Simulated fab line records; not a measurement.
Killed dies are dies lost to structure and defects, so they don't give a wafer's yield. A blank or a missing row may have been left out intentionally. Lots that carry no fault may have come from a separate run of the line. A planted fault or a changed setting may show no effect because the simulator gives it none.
Which of the tools did it? / flow gf180mcu / Sampling: 13 lots, 39 wafers, 6 of 602 route steps

## WHAT THE GAUGES SHOWED, per wafer
GF_STI_THK_MEAS_30.
lot=L568; measured=day 2 18:40; on=film_metro-04; STI_OXIDATION_02_THK (nm)=10.22 10.09 10.24
lot=L569; measured=day 2 22:19; on=film_metro-03; STI_OXIDATION_02_THK (nm)=9.87 9.86 9.88
lot=L570; measured=day 3 02:36; on=film_metro-03; STI_OXIDATION_02_THK (nm)=9.57 9.65 9.58
lot=L571; measured=day 3 08:02; on=film_metro-04; STI_OXIDATION_02_THK (nm)=9.98 10.06 9.97
lot=L572; measured=day 3 12:34; on=film_metro-04; STI_OXIDATION_02_THK (nm)=10.35 10.15 10.26
lot=L575; measured=day 4 07:04; on=film_metro-02; STI_OXIDATION_02_THK (nm)=10.15 10.20 10.39
lot=L576; measured=day 4 14:16; on=film_metro-04; STI_OXIDATION_02_THK (nm)=9.96 10.03 9.96
lot=L577; measured=day 4 17:49; on=film_metro-04; STI_OXIDATION_02_THK (nm)=10.04 10.24 10.00
lot=L583; measured=day 5 21:31; on=film_metro-02; STI_OXIDATION_02_THK (nm)=9.66 9.61 9.47
lot=L586; measured=day 6 13:44; on=film_metro-02; STI_OXIDATION_02_THK (nm)=9.60 9.69 9.72
lot=L587; measured=day 6 17:28; on=film_metro-02; STI_OXIDATION_02_THK (nm)=10.06 10.08 9.98
lot=L588; measured=day 6 23:19; on=film_metro-03; STI_OXIDATION_02_THK (nm)=9.78 9.84 9.77
lot=L589; measured=day 7 04:38; on=film_metro-02; STI_OXIDATION_02_THK (nm)=10.00 10.04 9.93

GF_NWELL_TW_MEAS_11.
lot=L568; measured=day 3 20:16; on=film_metro-01; NWELL_TW=1573 1588 1575
lot=L569; measured=day 4 00:28; on=film_metro-01; NWELL_TW=1576 1579 1583
lot=L570; measured=day 4 05:44; on=film_metro-01; NWELL_TW=1575 1578 1582
lot=L571; measured=day 4 10:45; on=film_metro-04; NWELL_TW=1574 1570 1580
lot=L572; measured=day 4 15:54; on=film_metro-03; NWELL_TW=1581 1569 1576
lot=L575; measured=day 5 10:54; on=film_metro-03; NWELL_TW=1606 1609 1616
lot=L576; measured=day 5 19:25; on=film_metro-01; NWELL_TW=1600 1603 1612
lot=L577; measured=day 5 22:46; on=film_metro-03; NWELL_TW=1622 1617 1619
lot=L583; measured=day 7 04:25; on=film_metro-01; NWELL_TW=1557 1561 1563
lot=L586; measured=day 7 21:11; on=film_metro-01; NWELL_TW=1560 1563 1563
lot=L587; measured=day 8 01:24; on=film_metro-03; NWELL_TW=1588 1574 1581
lot=L588; measured=day 8 07:16; on=film_metro-03; NWELL_TW=1587 1582 1577
lot=L589; measured=day 8 13:54; on=film_metro-04; NWELL_TW=1570 1586 1571

GF_MVPSD_OVL_MEAS_07.
lot=L568; measured=day 5 13:43; on=overlay-01; MVPSD_OVL (nm)=1.1 1.0 2.0
lot=L569; measured=day 5 19:08; on=overlay-02; MVPSD_OVL (nm)=-0.1 1.3 -0.6
lot=L570; measured=day 5 23:07; on=overlay-01; MVPSD_OVL (nm)=2.2 1.8 1.9
lot=L571; measured=day 6 05:31; on=overlay-02; MVPSD_OVL (nm)=1.9 2.3 0.4
lot=L572; measured=day 6 11:43; on=overlay-01; MVPSD_OVL (nm)=-2.4 -0.1 1.5
lot=L575; measured=day 7 08:50; on=overlay-02; MVPSD_OVL (nm)=-1.1 0.2 0.2
lot=L576; measured=day 7 18:50; on=overlay-01; MVPSD_OVL (nm)=-1.0 -1.1 -3.1
lot=L577; measured=day 7 21:05; on=overlay-01; MVPSD_OVL (nm)=2.5 1.5 3.1
lot=L583; measured=day 9 06:43; on=overlay-01; MVPSD_OVL (nm)=-2.5 -2.4 -0.2
lot=L586; measured=day 10 01:14; on=overlay-02; MVPSD_OVL (nm)=3.4 2.5 3.1
lot=L587; measured=day 10 04:28; on=overlay-02; MVPSD_OVL (nm)=1.0 0.7 2.7
lot=L588; measured=day 10 11:37; on=overlay-02; MVPSD_OVL (nm)=-0.7 0.2 0.8
lot=L589; measured=day 10 19:59; on=overlay-01; MVPSD_OVL (nm)=0.2 1.1 -0.2

GF_VT_IMPLANT_RS_MEAS_47: a four-point-probe measurement.
lot=L568; measured=day 8 04:27; on=film_metro-04; NWELL_RS (ohm/sq)=487.1 488.2 488.9
lot=L569; measured=day 8 10:46; on=film_metro-03; NWELL_RS (ohm/sq)=489.3 489.1 489.9
lot=L570; measured=day 8 15:25; on=film_metro-01; NWELL_RS (ohm/sq)=491.5 490.8 489.5
lot=L571; measured=day 8 22:33; on=film_metro-04; NWELL_RS (ohm/sq)=487.1 489.4 487.4
lot=L572; measured=day 9 05:47; on=film_metro-01; NWELL_RS (ohm/sq)=489.0 489.2 490.7
lot=L575; measured=day 10 05:14; on=film_metro-01; NWELL_RS (ohm/sq)=480.8 479.9 480.5
lot=L576; measured=day 10 16:04; on=film_metro-03; NWELL_RS (ohm/sq)=479.3 479.5 479.9
lot=L577; measured=day 10 19:59; on=film_metro-04; NWELL_RS (ohm/sq)=477.4 478.6 477.3
lot=L583; measured=day 12 09:02; on=film_metro-01; NWELL_RS (ohm/sq)=490.6 488.3 488.2
lot=L586; measured=day 13 05:07; on=film_metro-01; NWELL_RS (ohm/sq)=490.2 489.4 489.9
lot=L587; measured=day 13 08:50; on=film_metro-03; NWELL_RS (ohm/sq)=488.5 487.4 488.3
lot=L588; measured=day 13 17:57; on=film_metro-04; NWELL_RS (ohm/sq)=486.1 486.1 484.8
lot=L589; measured=day 14 03:09; on=film_metro-03; NWELL_RS (ohm/sq)=485.9 485.8 487.4

## WHICH TOOL RAN EACH LOT (tool, then ch and the chambers of the sampled wafers, then the start)
lot=L568; GF_NWELL_IMPLANT_09=implanter-04 ch 0, day 3 20:01; GF_MVPSD_STRIP_10=plasma_asher-03 ch 0,1, day 5 14:03
lot=L569; GF_NWELL_IMPLANT_09=implanter-04 ch 0, day 4 00:15; GF_MVPSD_STRIP_10=plasma_asher-04 ch 0,1, day 5 19:30
lot=L570; GF_NWELL_IMPLANT_09=implanter-03 ch 0, day 4 05:29; GF_MVPSD_STRIP_10=plasma_asher-04 ch 0,1, day 5 23:27
lot=L571; GF_NWELL_IMPLANT_09=implanter-04 ch 0, day 4 10:30; GF_MVPSD_STRIP_10=plasma_asher-03 ch 0, day 6 05:51
lot=L572; GF_NWELL_IMPLANT_09=implanter-04 ch 0, day 4 15:39; GF_MVPSD_STRIP_10=plasma_asher-04 ch 0,1, day 6 12:03
lot=L575; GF_NWELL_IMPLANT_09=implanter-04 ch 0, day 5 10:39; GF_MVPSD_STRIP_10=plasma_asher-01 ch 0,1, day 7 09:10
lot=L576; GF_NWELL_IMPLANT_09=implanter-04 ch 0, day 5 19:10; GF_MVPSD_STRIP_10=plasma_asher-04 ch 0, day 7 19:10
lot=L577; GF_NWELL_IMPLANT_09=implanter-04 ch 0, day 5 22:31; GF_MVPSD_STRIP_10=plasma_asher-04 ch 0,1, day 7 21:25
lot=L583; GF_NWELL_IMPLANT_09=implanter-03 ch 0, day 7 04:12; GF_MVPSD_STRIP_10=plasma_asher-01 ch 0,1, day 9 07:06
lot=L586; GF_NWELL_IMPLANT_09=implanter-02 ch 0, day 7 20:58; GF_MVPSD_STRIP_10=plasma_asher-04 ch 0,1, day 10 01:35
lot=L587; GF_NWELL_IMPLANT_09=implanter-02 ch 0, day 8 01:09; GF_MVPSD_STRIP_10=plasma_asher-03 ch 0,1, day 10 04:49
lot=L588; GF_NWELL_IMPLANT_09=implanter-04 ch 0, day 8 07:01; GF_MVPSD_STRIP_10=plasma_asher-04 ch 0,1, day 10 11:57
lot=L589; GF_NWELL_IMPLANT_09=implanter-02 ch 0, day 8 13:39; GF_MVPSD_STRIP_10=plasma_asher-01 ch 0,1, day 10 20:19
- GF_NWELL_IMPLANT_09
- GF_MVPSD_STRIP_10: strips in O2/N2.

## WHAT THE TOOLS THEMSELVES READ (means of the sampled wafers that have a number; where no wafer has one, the mark that the record gives instead)
GF_NWELL_IMPLANT_09.
lot=L568; tool=implanter-04; tilt_deg (degrees)=0.028
lot=L569; tool=implanter-04; tilt_deg (degrees)=0.030
lot=L570; tool=implanter-03; tilt_deg (degrees)=0.002
lot=L571; tool=implanter-04; tilt_deg (degrees)=0.007
lot=L572; tool=implanter-04; tilt_deg (degrees)=-0.040
lot=L575; tool=implanter-04; tilt_deg (degrees)=3.865
lot=L576; tool=implanter-04; tilt_deg (degrees)=3.844
lot=L577; tool=implanter-04; tilt_deg (degrees)=3.797
lot=L583; tool=implanter-03; tilt_deg (degrees)=-0.002
lot=L586; tool=implanter-02; tilt_deg (degrees)=0.029
lot=L587; tool=implanter-02; tilt_deg (degrees)=0.003
lot=L588; tool=implanter-04; tilt_deg (degrees)=-0.004
lot=L589; tool=implanter-02; tilt_deg (degrees)=0.014

GF_MVPSD_STRIP_10.
lot=L568; tool=plasma_asher-03; drypump_motor_current_A (A)=6.0; heater_power_w (W)=305; oes_product_au (a.u.)=0.725; strip_time_to_endpoint_s (s)=36.85
lot=L569; tool=plasma_asher-04; drypump_motor_current_A (A)=5.6; heater_power_w (W)=317; oes_product_au (a.u.)=0.720; strip_time_to_endpoint_s (s)=36.86
lot=L570; tool=plasma_asher-04; drypump_motor_current_A (A)=5.5; heater_power_w (W)=318; oes_product_au (a.u.)=0.724; strip_time_to_endpoint_s (s)=36.97
lot=L571; tool=plasma_asher-03; drypump_motor_current_A (A)=6.1; heater_power_w (W)=342; oes_product_au (a.u.)=0.721; strip_time_to_endpoint_s (s)=37.14
lot=L572; tool=plasma_asher-04; drypump_motor_current_A (A)=5.5; heater_power_w (W)=321; oes_product_au (a.u.)=0.724; strip_time_to_endpoint_s (s)=37.02
lot=L575; tool=plasma_asher-01; drypump_motor_current_A (A)=6.4; heater_power_w (W)=378; oes_product_au (a.u.)=0.723; strip_time_to_endpoint_s (s)=36.94
lot=L576; tool=plasma_asher-04; drypump_motor_current_A (A)=5.8; heater_power_w (W)=283; oes_product_au (a.u.)=0.725; strip_time_to_endpoint_s (s)=36.96
lot=L577; tool=plasma_asher-04; drypump_motor_current_A (A)=5.7; heater_power_w (W)=302; oes_product_au (a.u.)=0.718; strip_time_to_endpoint_s (s)=37.08
lot=L583; tool=plasma_asher-01; drypump_motor_current_A (A)=6.6; heater_power_w (W)=356; oes_product_au (a.u.)=0.726; strip_time_to_endpoint_s (s)=36.92
lot=L586; tool=plasma_asher-04; drypump_motor_current_A (A)=5.5; heater_power_w (W)=322; oes_product_au (a.u.)=0.718; strip_time_to_endpoint_s (s)=36.94
lot=L587; tool=plasma_asher-03; drypump_motor_current_A (A)=6.1; heater_power_w (W)=325; oes_product_au (a.u.)=0.730; strip_time_to_endpoint_s (s)=37.07
lot=L588; tool=plasma_asher-04; drypump_motor_current_A (A)=5.7; heater_power_w (W)=301; oes_product_au (a.u.)=0.723; strip_time_to_endpoint_s (s)=36.90
lot=L589; tool=plasma_asher-01; drypump_motor_current_A (A)=6.4; heater_power_w (W)=382; oes_product_au (a.u.)=0.724; strip_time_to_endpoint_s (s)=36.86

## THE ANSWER, worked out from the rows above alone
Rule: what is usual is taken from the lots themselves. Put in order of their means at a reading, lots are off if they are a third of the lots or fewer, leave a main group of 4 or more, and stand apart from it by a gap of 3 or more times the standard deviation of the main group's means; of several such gaps the widest counts. A main group is skipped when, at the precision printed for the reading in the tables above, its means are all equal. A lot without any number at a reading at which 4 lots or more have one is off too. All remaining lots with rows at the step are treated as sound. First the gauges in route order, then the tools' own readings, where a lot's mean is used as printed above. At the first step where some lot is off, the reading lying furthest off is the one used; lots without a number count as furthest.
Off: at GF_NWELL_TW_MEAS_11 (NWELL_TW), L575, L576, L577. The main group has a mean of 1575 with a standard deviation of 7.2.
A tool fits if, at a process step before that reading, it ran every lot that is off, and no sound lot after the first of them. Not tried: the gauges at GF_NWELL_TW_MEAS_11; whatever is off there is also off at GF_NWELL_IMPLANT_09, on other tools, and gauge error can't account for it. Not one of the candidates tried fits.

## WHAT WAS PUT IN BY THE SIMULATOR
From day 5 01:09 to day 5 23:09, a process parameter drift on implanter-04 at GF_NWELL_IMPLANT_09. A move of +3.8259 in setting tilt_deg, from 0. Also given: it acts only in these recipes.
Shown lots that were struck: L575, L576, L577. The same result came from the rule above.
